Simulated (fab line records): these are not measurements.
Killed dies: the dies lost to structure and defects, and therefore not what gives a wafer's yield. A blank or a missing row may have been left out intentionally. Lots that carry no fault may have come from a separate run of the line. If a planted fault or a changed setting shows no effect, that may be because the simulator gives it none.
Which tool was responsible?	flow gf180mcu	21 wafers sampled from 7 lots at 1 step of a route of 602

## WHAT THE GAUGES SHOWED, per wafer
GF_VT_IMPLANT_OVL_MEAS_29.
lot	measured	on	VT_IMPLANT_02_OVL (nm)
L148	day 7 13:09	overlay-02	1.5 0.8 0.4
L151	day 8 03:25	overlay-01	1.6 1.6 2.2
L156	day 9 13:55	overlay-01	0.1 -0.2 0.2
L160	day 10 17:54	overlay-02	-0.1 0.7 0.4
L162	day 11 04:31	overlay-02	-0.7 -0.4 -1.5
L164	day 11 17:37	overlay-01	4.9 3.5 2.6
L167	day 12 12:28	overlay-01	-1.0 0.3 1.7

## EACH LOT AND THE TOOL THAT RAN IT (in order: tool; ch and the chambers of the sampled wafers; start)
Record: no process step prior to these readings.

## THE ANSWER, worked out from the rows above alone
Rule: the lots themselves supply what counts as usual. The widest of any qualifying gaps counts: lots, ordered by their means at a reading, are off when they make up no more than a third of the lots, leave a main group of 4 or more, and stand apart from it by 3 or more times the standard deviation of that group's means. The tables above print the reading to a certain number of digits; a main group whose means all agree to those digits is not used. Also off: a lot with no number at a reading for which 4 or more lots have one. The other lots that the step has rows for count as sound.
No lot is off at any reading shown: from this, nothing can be told.

## WHAT WAS PUT IN BY THE SIMULATOR
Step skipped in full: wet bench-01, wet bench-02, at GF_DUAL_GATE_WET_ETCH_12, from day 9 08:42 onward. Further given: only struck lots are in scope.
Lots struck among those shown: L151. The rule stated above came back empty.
